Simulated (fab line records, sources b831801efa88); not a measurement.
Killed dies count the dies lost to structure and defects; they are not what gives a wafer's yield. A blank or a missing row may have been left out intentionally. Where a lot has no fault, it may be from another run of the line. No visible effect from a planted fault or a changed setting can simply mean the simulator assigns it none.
Which of the tools did it? -- flow sky130 -- 42 wafers from 14 lots sampled at 2 of the route's 708 steps

## WHAT THE GAUGES SHOWED, per wafer
The record lacks any reading of a measuring or inspecting step that a usual standard deviation could be used to judge.

## EACH LOT AND THE TOOL THAT RAN IT (in order: tool; ch and the chambers of the sampled wafers; start)
lot,SKY_LDD_HVP_IMPLANT_08,SKY_PAD_OPEN_PROBE_99
L536,"implanter-03 ch 0, day 21 15:19",-
L537,"implanter-02 ch 0, day 22 02:04",-
L538,"implanter-04 ch 0, day 22 11:58",-
L540,"implanter-04 ch 0, day 23 12:01",-
L542,"implanter-03 ch 0, day 23 22:08",-
L545,"implanter-04 ch 0, day 25 02:20",-
L544,"implanter-03 ch 0, day 25 05:07","prober-01, day 48 08:28"
L546,"implanter-02 ch 0, day 25 13:29","prober-02, day 48 12:10"
L548,"implanter-03 ch 0, day 25 22:41",-
L549,"implanter-04 ch 0, day 26 07:58",-
L554,"implanter-03 ch 0, day 28 05:32",-
L555,"implanter-02 ch 0, day 28 20:59",-
L558,"implanter-04 ch 0, day 29 09:27",-
L559,"implanter-02 ch 0, day 29 17:18",-
- SKY_LDD_HVP_IMPLANT_08
- SKY_PAD_OPEN_PROBE_99

## WHAT THE TOOLS THEMSELVES READ (means of the sampled wafers that have a number; where no wafer has one, the mark that the record gives instead)
SKY_LDD_HVP_IMPLANT_08. Usual: beam energy keV 20.000, standard deviation 0.0064; end station pressure torr 5.09e-06 Torr, standard deviation 2.9e-07; tilt deg 17.895 degrees, standard deviation 0.019.
lot,tool,beam energy keV,end station pressure torr (Torr),tilt deg (degrees),flag
L536,implanter-03,20.005,4.95e-06,17.906,
L537,implanter-02,19.995,4.85e-06,17.904,
L538,implanter-04,19.995,5.14e-06,17.879,
L540,implanter-04,20.005,5.18e-06,17.889,
L542,implanter-03,19.994,5.08e-06,17.905,
L545,implanter-04,20.006,5.01e-06,17.918,
L544,implanter-03,25.037,5.06e-06,17.905,OFF
L546,implanter-02,19.991,5.45e-06,17.909,
L548,implanter-03,25.032,5.32e-06,17.902,OFF
L549,implanter-04,19.994,4.92e-06,17.881,
L554,implanter-03,20.008,5.05e-06,17.907,
L555,implanter-02,19.997,5.43e-06,17.904,
L558,implanter-04,20.002,5.35e-06,17.872,
L559,implanter-02,19.996,5.26e-06,17.917,

SKY_PAD_OPEN_PROBE_99. Usual: killed_at_M0_to_M3 42, standard deviation 7; killed_at_M4_up 3.2, standard deviation 1.6; killed at contacts 24, standard deviation 5.8; killed at front end 16, standard deviation 4.3; killed at other 0.3, standard deviation 0.62; killed dies 86, standard deviation 9.5; killed open 46, standard deviation 6.4; killed short 39, standard deviation 6.3.
lot,tool,killed_at_M0_to_M3,killed_at_M4_up,killed at contacts,killed at front end,killed at other,killed dies,killed open,killed short,flag
L544,prober-01,40,4.0,26,14,0.3,84,46,38,
L546,prober-02,49,2.7,18,14,0.3,84,46,38,

## THE ANSWER, worked out from the rows above alone
Rule: take the mean of a lot's wafers that have a number; if it is more than 3 standard deviations from the usual mean, the lot is off. A lot without any number at a reading at which 4 lots or more have one is off too. The other lots that the step has rows for count as sound. First the gauges in route order, then the tools' own readings, where a lot's mean is used as printed above. At the first step where some lot is off, the reading lying furthest off is the one used; lots without a number count as furthest.
Off, at SKY_LDD_HVP_IMPLANT_08 on beam energy keV: L544, L548.
A tool fits if, at that step or a process step before it, it ran every lot that is off, and no sound lot after the first of them. No candidate that was tried fits.

## WHAT HAD BEEN PUT IN BY THE SIMULATOR
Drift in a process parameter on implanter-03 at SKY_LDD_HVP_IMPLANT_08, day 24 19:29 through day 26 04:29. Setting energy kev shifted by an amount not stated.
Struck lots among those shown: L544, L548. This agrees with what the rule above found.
